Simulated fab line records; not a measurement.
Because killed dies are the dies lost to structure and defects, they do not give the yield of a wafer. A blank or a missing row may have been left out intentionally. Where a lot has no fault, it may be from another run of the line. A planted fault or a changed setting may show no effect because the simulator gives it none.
fab line records | flow sky130 | part 2 of 2: steps 28 to 37 of 37
record lots=5 | wafers=15 | last_day=50
route steps=708 shown METAL2@497 VIA2@507 METAL3@532
lots that met no fault: from a run of the same line without faults
start_h: hours from the record's opening day to when the first of the lot's shown wafers began | wait_h: time in hours since the lot's previous step | " repeats the value in the row above | L1.1+2: a single row standing in for several wafers | - no value, or no start was given | * or withheld: withheld | < > ~ a bound
route shown NAME@n: NAME is a module with steps in the file, n the number in the route of the first one | usual: mean/standard deviation of fault-free wafers | same: alike in all rows | chamber/n: place in a boat | sites: the reading at each site | _std_site: the values' standard deviation | _edge_site: the outer-site mean with the inner-site mean subtracted | radius_mm: how far each site lies from the wafer's centre | mask NAME#n: copy n | behind: tool/chamber where the wafer was last shaped | hold: the reason the lot was held/the length of the hold in hours/how it ended | device: the n, p or np transistor that did not switch | end of line: tests run on the same wafers once the route is complete | step lacking rows: just its recipe | killed: count of dies lost to structure and defects at first sort (not the wafer's yield) | map: a wafer's dies, x killed, . not, _ none there
set.NAME: the setting the step ran with; set.NAME@STEP: the setting that earlier step ran with | model.NAME: the simulator's own value behind a step, which no gauge read
lots seen at some steps along the route; tables by step, rows by wafer
services: the hour from which a tool's chamber was out of use, counted from the record's first day as start_h (under 0 if before that day), plus the number of hours and why
## steps
# step SKY_VIA2_STRIP_17
# recipe chemistry=post_etch_residue_remover | time_s=1200 | temp_c=72.5
lot.wafer  | tool         | chamber | start_h | wait_h
L078.1+5+6 | wet_bench-03 | 2       | 880.36  | 0.1
L077.1+4+6 | wet_bench-04 | 2       | 884.28  | 0.1
L084.1+2+5 | wet_bench-02 | 0       | 924.71  | 0.1
L093.2+5+6 | wet_bench-02 | 0       | 988.06  | 0.1
L096.1+2+4 | wet_bench-04 | 0       | 999.22  | 0.1
# step SKY_VIA2_CLEAN_18
# recipe chemistry=IPA | time_s=180 | temp_c=25
lot.wafer  | tool         | chamber | start_h | wait_h
L078.1+5+6 | wet_bench-04 | 3       | 880.70  | 0.0
L077.1+4+6 | wet_bench-02 | 2       | 884.62  | 0.0
L084.1+2+5 | wet_bench-03 | 2       | 925.05  | 0.0
L093.2+5+6 | wet_bench-04 | 1       | 988.40  | 0.0
L096.1+2+4 | wet_bench-02 | 1       | 999.57  | 0.0
# step SKY_VIA2_CLEAN_19
# recipe chemistry=O3/DIW | dry=n2_spin
lot.wafer  | tool         | chamber | start_h | wait_h
L078.1+5+6 | wet_bench-02 | 2       | 880.76  | 0.0
L077.1+4+6 | wet_bench-03 | 1       | 884.68  | 0.0
L084.1+2+5 | wet_bench-04 | 0       | 925.11  | 0.0
L093.2+5+6 | wet_bench-02 | 3       | 988.46  | 0.0
L096.1+2+4 | wet_bench-02 | 1       | 999.63  | 0.0
# step SKY_VIA2_SPUTTER_20
# recipe material=TiN | target_thk_nm=20 | chamber_pressure_pa=5 | power_w=4000 | time_s=80
# usual throttle_valve_pct=30.4/1.3
lot.wafer | tool           | chamber | start_h | wait_h | throttle_valve_pct
L078.1    | pvd_sputter-04 | -       | 880.85  | 0.0    | 31.1
L078.5    | "              | -       | "       | "      | 28.1
L078.6    | "              | -       | "       | "      | 31.4
L077.1    | pvd_sputter-01 | -       | 884.77  | 0.0    | 28.4
L077.4    | "              | -       | "       | "      | 30.5
L077.6    | "              | -       | "       | "      | 30.3
L084.1    | pvd_sputter-02 | -       | 925.20  | 0.0    | 29.1
L084.2    | "              | -       | "       | "      | 32.2
L084.5    | "              | -       | "       | "      | 32.1
L093.2    | pvd_sputter-02 | -       | 988.55  | 0.0    | 29.2
L093.5    | "              | -       | "       | "      | 29.4
L093.6    | "              | -       | "       | "      | 29.7
L096.1    | pvd_sputter-01 | -       | 999.72  | 0.0    | 32.2
L096.2    | "              | -       | "       | "      | 28.6
L096.4    | "              | -       | "       | "      | 30.6
# step SKY_VIA2_CVD_21
# recipe material=W | target_thk_nm=420 | time_s=126.4 | temp_c=400 | pressure_torr=40
# usual heater_power_w=868/140
lot.wafer | tool     | chamber | start_h | wait_h | heater_power_w
L078.1    | cvd_w-01 | 0       | 880.91  | 0.0    | 855
L078.5    | "        | 0       | "       | "      | 824
L078.6    | "        | 0       | "       | "      | 856
L077.1    | cvd_w-02 | 0       | 884.83  | 0.0    | 1028
L077.4    | "        | 0       | "       | "      | 1010
L077.6    | "        | 0       | "       | "      | 1073
L084.1    | cvd_w-02 | 1       | 925.26  | 0.0    | 790
L084.2    | "        | 0       | "       | "      | 1035
L084.5    | "        | 0       | "       | "      | 1019
L093.2    | cvd_w-02 | 1       | 988.61  | 0.0    | 800
L093.5    | "        | 1       | "       | "      | 772
L093.6    | "        | 0       | "       | "      | 1040
L096.1    | cvd_w-01 | 1       | 999.79  | 0.0    | 679
L096.2    | "        | 1       | "       | "      | 671
L096.4    | "        | 1       | "       | "      | 666
# step SKY_VIA2_RS_MEAS_22
# recipe thk_meas_gauge=four-point-probe | reads=W_of_VIA2_CVD_21+TiN_of_VIA2_SPUTTER_20
# usual VIA2_W_RS=0.272/0.0037
lot.wafer | tool          | chamber | start_h | wait_h | VIA2_W_RS[ohm/sq]
L078.1    | film_metro-02 | -       | 881.17  | 0.2    | 0.269
L078.5    | "             | -       | "       | "      | 0.267
L078.6    | "             | -       | "       | "      | 0.269
L077.1    | film_metro-04 | -       | 884.96  | 0.1    | 0.269
L077.4    | "             | -       | "       | "      | 0.274
L077.6    | "             | -       | "       | "      | 0.272
L084.1    | film_metro-01 | -       | 925.39  | 0.1    | 0.272
L084.2    | "             | -       | "       | "      | 0.272
L084.5    | "             | -       | "       | "      | 0.276
L093.2    | film_metro-01 | -       | 988.76  | 0.1    | 0.272
L093.5    | "             | -       | "       | "      | 0.272
L093.6    | "             | -       | "       | "      | 0.274
L096.1    | film_metro-02 | -       | 1000.06 | 0.2    | 0.272
L096.2    | "             | -       | "       | "      | 0.274
L096.4    | "             | -       | "       | "      | 0.275
# step SKY_VIA2_THK_MEAS_23
# recipe thk_meas_gauge=xrf | reads=W_of_VIA2_CVD_21
# usual VIA2_W_THK=413/8.7
lot.wafer | tool          | chamber | start_h | wait_h | VIA2_W_THK[nm]
L078.1    | film_metro-02 | -       | 881.29  | 0.1    | 424
L078.5    | "             | -       | "       | "      | 428
L078.6    | "             | -       | "       | "      | 425
L077.1    | film_metro-04 | -       | 885.08  | 0.1    | 423
L077.4    | "             | -       | "       | "      | 414
L077.6    | "             | -       | "       | "      | 419
L084.1    | film_metro-01 | -       | 925.51  | 0.1    | 405
L084.2    | "             | -       | "       | "      | 404
L084.5    | "             | -       | "       | "      | 398
L093.2    | film_metro-01 | -       | 988.87  | 0.1    | 409
L093.5    | "             | -       | "       | "      | 410
L093.6    | "             | -       | "       | "      | 411
L096.1    | film_metro-02 | -       | 1000.18 | 0.1    | 416
L096.2    | "             | -       | "       | "      | 412
L096.4    | "             | -       | "       | "      | 405
# step SKY_VIA2_CMP_24
# recipe stop_on=SiO2 | t_overpolish_s=20 | down_force_psi=3.5 | platen_rpm=60 | target_thk_nm=0 | pad_velocity_m_s=0.94248
# usual edge_zone_pressure_frac=0.999/0.0049 | motor_current_A=10.7/0.89 | overpolish_run_s=20.000/0.01 | retaining_ring_pressure_frac=0.999/0.0051 | slurry_filter_dp_kPa=13.50/0.14 | time_to_endpoint_s=103.1/2.8
# same t_overpolish_s=20
lot.wafer | tool   | chamber | start_h | wait_h | edge_zone_pressure_frac | motor_current_A | overpolish_run_s | retaining_ring_pressure_frac | slurry_filter_dp_kPa | time_to_endpoint_s
L078.1    | cmp-02 | 0       | 881.45  | 0.1    | 0.995                   | 11.7            | 20.004           | 1.001                        | 13.65                | 102.5
L078.6    | "      | 2       | "       | "      | 0.997                   | 11.4            | 20.019           | 0.992                        | 13.69                | 104.3
L078.5    | "      | 3       | "       | "      | 0.998                   | 9.8             | 19.982           | 0.992                        | 13.57                | 106.6
L077.4    | cmp-02 | 2       | 885.14  | 0.0    | 1.000                   | 11.1            | 19.996           | 0.998                        | 13.37                | 105.3
L077.1    | "      | 0       | "       | "      | 1.002                   | 12.0            | 20.007           | 1.004                        | 13.40                | 105.9
L077.6    | "      | 2       | "       | "      | 0.992                   | 11.4            | 20.010           | 1.001                        | 13.40                | 104.5
L084.1    | cmp-02 | 0       | 925.62  | 0.1    | 1.012                   | 12.1            | 19.991           | 0.992                        | 13.54                | 106.5
L084.2    | "      | 2       | "       | "      | 1.001                   | 10.6            | 20.007           | 0.996                        | 13.55                | 105.8
L084.5    | "      | 3       | "       | "      | 1.000                   | 10.0            | 19.998           | 1.007                        | 13.54                | 103.5
L093.2    | cmp-01 | 0       | 988.97  | 0.1    | 0.998                   | 10.8            | 20.005           | 1.005                        | 13.72                | 104.4
L093.5    | "      | 3       | "       | "      | 1.003                   | 10.5            | 19.995           | 0.996                        | 13.45                | 102.4
L093.6    | "      | 0       | "       | "      | 1.003                   | 10.9            | 20.004           | 0.998                        | 13.40                | 104.1
L096.4    | cmp-02 | 1       | 1000.29 | 0.1    | 1.000                   | 9.7             | 20.007           | 1.006                        | 13.53                | 103.6
L096.2    | "      | 2       | "       | "      | 1.011                   | 10.7            | 19.986           | 0.997                        | 13.56                | 106.4
L096.1    | "      | 3       | "       | "      | 1.005                   | 10.0            | 20.008           | 0.991                        | 13.59                | 106.9
# step SKY_METAL3_SPUTTER_00
# recipe material=Ti | target_thk_nm=15 | power_w=3000 | time_s=10 | chamber_pressure_pa=0.4
# usual throttle_valve_pct=30.4/1.1
lot.wafer | tool           | chamber | start_h | wait_h | throttle_valve_pct
L078.1    | pvd_sputter-01 | -       | 881.65  | 0.1    | 30.4
L078.5    | "              | -       | "       | "      | 32.2
L078.6    | "              | -       | "       | "      | 30.3
L077.1    | pvd_sputter-04 | -       | 885.44  | 0.1    | 31.2
L077.4    | "              | -       | "       | "      | 29.2
L077.6    | "              | -       | "       | "      | 29.1
L084.1    | pvd_sputter-03 | -       | 925.87  | 0.2    | 30.5
L084.2    | "              | -       | "       | "      | 29.6
L084.5    | "              | -       | "       | "      | 30.4
L093.2    | pvd_sputter-03 | -       | 989.22  | 0.2    | 29.8
L093.5    | "              | -       | "       | "      | 30.3
L093.6    | "              | -       | "       | "      | 29.6
L096.1    | pvd_sputter-01 | -       | 1000.54 | 0.1    | 32.4
L096.2    | "              | -       | "       | "      | 31.4
L096.4    | "              | -       | "       | "      | 30.5
# step SKY_METAL3_SPUTTER_01
# recipe material=TiN | target_thk_nm=20 | power_w=6500 | time_s=16.7 | chamber_pressure_pa=0.4
# usual throttle_valve_pct=30.3/1.1
lot.wafer | tool           | chamber | start_h | wait_h | throttle_valve_pct
L078.1    | pvd_sputter-01 | -       | 881.68  | 0.0    | 30.6
L078.5    | "              | -       | "       | "      | 31.9
L078.6    | "              | -       | "       | "      | 30.6
L077.1    | pvd_sputter-04 | -       | 885.47  | 0.0    | 31.1
L077.4    | "              | -       | "       | "      | 29.4
L077.6    | "              | -       | "       | "      | 29.4
L084.1    | pvd_sputter-03 | -       | 925.90  | 0.0    | 30.5
L084.2    | "              | -       | "       | "      | 30.2
L084.5    | "              | -       | "       | "      | 30.4
L093.2    | pvd_sputter-03 | -       | 989.25  | 0.0    | 29.8
L093.5    | "              | -       | "       | "      | 30.6
L093.6    | "              | -       | "       | "      | 29.7
L096.1    | pvd_sputter-01 | -       | 1000.56 | 0.0    | 32.2
L096.2    | "              | -       | "       | "      | 31.4
L096.4    | "              | -       | "       | "      | 30.6
## services
tool           | chamber | start_h | hours | kind
rie_diel-01    | 3       | 832.08  | 8.4   | repair
hdpcvd-02      | 2       | 832.72  | 5.8   | repair
pvd_sputter-01 | -       | 856.86  | 5.8   | repair
krf_scanner-01 | -       | 857.70  | 0.9   | repair
cvd_w-02       | -       | 859.10  | 2.8   | pm
cvd_w-01       | 1       | 880.45  | 2.7   | repair
rie_diel-02    | 3       | 884.00  | 3.5   | repair
hdpcvd-02      | 1       | 887.50  | 4.7   | repair
cvd_w-02       | 1       | 907.24  | 11.4  | repair
cmp-02         | -       | 908.88  | 16.6  | pm
pvd_sputter-04 | -       | 911.24  | 1.8   | repair
cmp-01         | -       | 916.59  | 4.0   | pm
pvd_sputter-03 | -       | 920.58  | 4.2   | repair
rie_metal-02   | -       | 924.23  | 14.6  | pm
krf_scanner-02 | -       | 930.05  | 1.0   | pm
krf_scanner-02 | -       | 932.78  | 1.3   | pm
wet_bench-02   | -       | 936.22  | 0.5   | repair
hdpcvd-02      | -       | 950.25  | 15.0  | pm
cmp-02         | -       | 961.60  | 0.9   | repair
cvd_w-02       | -       | 962.70  | 0.4   | repair
hdpcvd-02      | -       | 965.25  | 6.0   | pm
cmp-01         | -       | 967.18  | 5.5   | pm
wet_bench-03   | -       | 967.77  | 1.7   | repair
krf_scanner-02 | -       | 980.60  | 0.8   | pm
